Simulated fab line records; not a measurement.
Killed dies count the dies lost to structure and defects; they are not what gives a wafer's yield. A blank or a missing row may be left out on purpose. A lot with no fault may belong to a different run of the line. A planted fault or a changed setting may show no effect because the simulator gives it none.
Which tool is to blame? :: flow gf180mcu :: 13 lots with 39 wafers sampled at 2 steps, on a route of 602 steps

== WHAT THE GAUGES READ, wafer by wafer ==
GF_CONTACT_CD_MEAS_14 targets a cd of 220 nm. Usual: cd-nm at 220.1 nm, with a standard deviation of 1.2.
lot: L100
measured: day 16 00:30
on: cd-sem-02
cd-nm (nm): 221.4 221.2 221.9
flag: 

lot: L101
measured: day 16 04:43
on: cd-sem-01
cd-nm (nm): 220.1 220.4 219.5
flag: 

lot: L102
measured: day 16 19:42
on: cd-sem-02
cd-nm (nm): 219.1 219.1 220.6
flag: 

lot: L103
measured: day 17 05:25
on: cd-sem-02
cd-nm (nm): 219.2 217.0 218.8
flag: 

lot: L104
measured: day 17 11:20
on: cd-sem-02
cd-nm (nm): 222.1 221.2 220.9
flag: 

lot: L105
measured: day 17 21:10
on: cd-sem-01
cd-nm (nm): 218.8 218.0 217.7
flag: 

lot: L107
measured: day 18 16:32
on: cd-sem-02
cd-nm (nm): 219.0 218.1 219.0
flag: 

lot: L108
measured: day 19 04:25
on: cd-sem-01
cd-nm (nm): 219.6 217.1 218.4
flag: 

lot: L112
measured: day 20 15:04
on: cd-sem-01
cd-nm (nm): 220.8 220.8 220.5
flag: 

lot: L115
measured: day 22 02:35
on: cd-sem-01
cd-nm (nm): 218.5 219.4 217.2
flag: 

lot: L117
measured: day 22 12:59
on: cd-sem-02
cd-nm (nm): 219.3 221.7 220.8
flag: 

lot: L119
measured: day 23 03:54
on: cd-sem-02
cd-nm (nm): 217.8 218.8 220.8
flag: 

lot: L122
measured: day 24 00:22
on: cd-sem-02
cd-nm (nm): 218.8 219.2 220.1
flag: 

GF_CONTACT_RS_MEAS_25: a four-point-probe measurement. Usual: CONTACT_W_RS 0.383 ohm/sq, standard deviation 0.0056.
lot: L100
measured: day 16 01:19
on: film-metro-03
CONTACT_W_RS (ohm/sq): 0.388 0.378 0.391
flag: 

lot: L101
measured: day 16 05:32
on: film-metro-03
CONTACT_W_RS (ohm/sq): 0.387 0.385 0.391
flag: 

lot: L102
measured: day 16 20:32
on: film-metro-04
CONTACT_W_RS (ohm/sq): 0.378 0.375 0.382
flag: 

lot: L103
measured: day 17 06:16
on: film-metro-04
CONTACT_W_RS (ohm/sq): 0.395 0.394 0.394
flag: 

lot: L104
measured: day 17 12:12
on: film-metro-04
CONTACT_W_RS (ohm/sq): 0.387 0.385 0.385
flag: 

lot: L105
measured: day 17 22:04
on: film-metro-03
CONTACT_W_RS (ohm/sq): 0.386 0.389 0.382
flag: 

lot: L107
measured: day 18 17:22
on: film-metro-03
CONTACT_W_RS (ohm/sq): 0.378 0.381 0.377
flag: 

lot: L108
measured: day 19 05:14
on: film-metro-04
CONTACT_W_RS (ohm/sq): 0.381 0.378 0.382
flag: 

lot: L112
measured: day 20 15:53
on: film-metro-04
CONTACT_W_RS (ohm/sq): 0.384 0.386 0.398
flag: 

lot: L115
measured: day 22 03:24
on: film-metro-02
CONTACT_W_RS (ohm/sq): 0.386 0.379 0.375
flag: 

lot: L117
measured: day 22 13:49
on: film-metro-04
CONTACT_W_RS (ohm/sq): 0.369 0.373 0.373
flag: 

lot: L119
measured: day 23 04:44
on: film-metro-03
CONTACT_W_RS (ohm/sq): 0.390 0.388 0.377
flag: 

lot: L122
measured: day 24 01:11
on: film-metro-02
CONTACT_W_RS (ohm/sq): 0.374 0.386 0.376
flag: 

== EACH LOT AND THE TOOL THAT RAN IT (in order: tool; ch and the chambers of the sampled wafers; start) ==
The record holds no process step before these readings.

== AS READ BY THE TOOLS THEMSELVES (means over the sampled wafers that have a number; for cases with no such wafer, the mark the record gives instead) ==
The record holds no such reading with a usual standard deviation.

== THE ANSWER, worked out from the rows above alone ==
Rule: a lot counts as off when the mean over its wafers that have a number is more than 3 standard deviations away from the usual mean. A lot without any number at a reading at which 4 lots or more have one is off too. Where the step has rows for the other lots, those lots are counted as sound. Order of review: gauges by route order, followed by the tools' own readings, for which a lot's mean as printed above is used. At the first step where some lot is off, the reading lying furthest off is the one used; lots without a number count as furthest.
No lot is off at any reading shown: from this, nothing can be told.

== WHAT WAS PUT IN BY THE SIMULATOR ==
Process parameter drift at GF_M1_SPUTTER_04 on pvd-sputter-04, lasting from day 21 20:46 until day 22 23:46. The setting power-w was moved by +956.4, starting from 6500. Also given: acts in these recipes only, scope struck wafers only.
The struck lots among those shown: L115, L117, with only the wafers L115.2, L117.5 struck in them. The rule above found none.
